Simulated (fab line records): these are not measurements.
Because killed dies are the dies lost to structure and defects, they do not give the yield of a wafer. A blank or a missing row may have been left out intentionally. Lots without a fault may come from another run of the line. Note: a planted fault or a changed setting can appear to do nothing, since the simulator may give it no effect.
Split-lot experiment | flow sfq-line | 23 wafers read from 5 lots, route of 325 steps

ABOUT THE SPLIT
At SFQ_TRILAYER_M3_LITHO_PEB_078 (peb time 60 s), the setting peb-temp-c was moved away from the recipe's 115 C on 11 of the 23 wafers read, by -2.1% to +3.1%. For the rest of the wafers, this setting stayed at what the recipe calls for.

BETWEEN THE SPLIT AND THE READING: the file shows 1 step in between
- SFQ_TRILAYER_M3_LITHO_DEVELOP_077: time 60 s

THE READING
M3.cd-nm (the simulator's own value, which no gauge read), in nm, at SFQ_TRILAYER_M3_BARC_OPEN_METAL_ETCH_100 (etches BARC in O2, target depth 125 nm, time 41.7 s). The file gives no usual value for it. Across the 12 wafers here that went through the recipe, the average is 500.9 nm and the standard deviation 1.3 nm.

wafer  | tool, chamber at the split | peb-temp-c as run, C | against the recipe | M3.cd-nm, nm | against lot-mates on the recipe
L075.1 | litho-track-03, 0          | 112.6                | -2.1%              | 546.6        | +45.9
L075.2 | litho-track-03, 0          | 115                  | recipe             | 500.5        | -
L075.3 | litho-track-03, 0          | 115                  | recipe             | 500.3        | -
L075.5 | litho-track-03, 0          | 112.6                | -2.1%              | 547.2        | +46.5
L075.6 | litho-track-03, 0          | 115                  | recipe             | 501.3        | -
L077.1 | litho-track-04, 0          | 113.2                | -1.6%              | 535.3        | +35.2
L077.3 | litho-track-04, 0          | 113.2                | -1.6%              | 535.2        | +35.1
L077.4 | litho-track-04, 0          | 115                  | recipe             | 499.3        | -
L077.5 | litho-track-04, 0          | 115                  | recipe             | 500.9        | -
L077.6 | litho-track-04, 0          | 113.2                | -1.6%              | 533.7        | +33.6
L078.1 | litho-track-02, 0          | 115                  | recipe             | 501.1        | -
L078.5 | litho-track-02, 0          | 115                  | recipe             | 501.8        | -
L078.6 | litho-track-02, 0          | 115                  | recipe             | 502.5        | -
L079.2 | litho-track-03, 0          | 115                  | recipe             | 498.9        | -
L079.3 | litho-track-03, 0          | 116.6                | +1.4%              | 471.8        | -27.2
L079.4 | litho-track-03, 0          | 116.6                | +1.4%              | 471.9        | -27.1
L079.5 | litho-track-03, 0          | 116.6                | +1.4%              | 472.2        | -26.8
L079.6 | litho-track-03, 0          | 115                  | recipe             | 499.2        | -
L080.1 | litho-track-02, 0          | 118.6                | +3.1%              | 444.5        | -58.0
L080.2 | litho-track-02, 0          | 118.6                | +3.1%              | 446          | -56.5
L080.3 | litho-track-02, 0          | 115                  | recipe             | 503.2        | -
L080.4 | litho-track-02, 0          | 115                  | recipe             | 501.9        | -
L080.5 | litho-track-02, 0          | 118.6                | +3.1%              | 444.7        | -57.8

THE FIT
A straight line over all 23 wafers: M3.cd-nm changes by -19.6 nm for each +1% of peb-temp-c; r = -1.00; the points scatter about the line by 2.8 nm.
The same after taking each lot's own level away (the mean of its wafers on the recipe; 23 wafers): -19.8 nm for each +1%; r = -1.00; scatter 2.2 nm.
On that fit, the largest move of peb-temp-c shifts the reading by 62 nm.
The span of the lots' own levels, 499.05 to 502.55 nm, comes to 2.7 times the standard deviation stated above.
The two slopes agree, so the slope changes little with the lot-to-lot level.
Check: with one of the wafers moved furthest among these (+3.1%) left out of the fit, the line predicts -61.1 nm for it against its lot-mates. It came out at -58 nm against them.

THE FILE'S OWN FIT
M3.cd-nm changes by -19.9 nm for each +1% of peb-temp-c, r = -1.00.
